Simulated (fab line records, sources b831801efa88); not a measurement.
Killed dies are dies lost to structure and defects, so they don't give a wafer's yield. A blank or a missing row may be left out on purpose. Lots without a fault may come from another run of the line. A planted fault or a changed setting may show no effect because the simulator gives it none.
Chamber matching | flow gf180mcu | GF_V3_CVD_02 on pecvd-04: 3 sister chambers
The step deposits SiO2 from TEOS, target thk 850 nm, time 94.851 s. 3 wafers are shown with their chamber, then 8 later ones without.

WAFERS WITH THEIR CHAMBER
wafer  | chamber | heater_power_w (W)
L997.4 | 2       | 680
L997.5 | 1       | 503
L100.3 | 0       | 740

WAFERS WITHOUT THEIR CHAMBER
wafer  | heater_power_w (W)
L100.4 | 668
L100.5 | 809
L101.1 | 635
L101.5 | 493
L101.6 | 598
L103.2 | 663
L103.4 | 693
L103.5 | 573

WHICH CHAMBER EACH WENT THROUGH
wafer  | from the rows above          | in truth
L100.4 | can't be placed: 2 or 0      | 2
L100.5 | can't be placed: 0 or 2      | 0
L101.1 | can't be placed: 2 or 0 or 1 | 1
L101.5 | 1                            | 1
L101.6 | can't be placed: 2 or 1 or 0 | 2
L103.2 | can't be placed: 2 or 0      | 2
L103.4 | can't be placed: 2 or 0      | 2
L103.5 | can't be placed: 1 or 2 or 0 | 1
Placed correctly: 1 of 8. Can't be placed from these rows: 7 (the true chamber is among the candidates in 7). Placed wrongly: 0.
How it was worked out, from the rows above alone: a wafer's distance from a chamber is the root of the sum, over the readings, of the square of ((its reading less the chamber's mean) divided by the reading's scatter). The wafer belongs to the nearest chamber; if the next one is less than 2 further off, it can't be placed. A chamber's mean is the mean of its shown wafers. The scatter: with one shown wafer a chamber, the root of the mean of the squares of how far each hidden wafer lies from its nearest shown one.
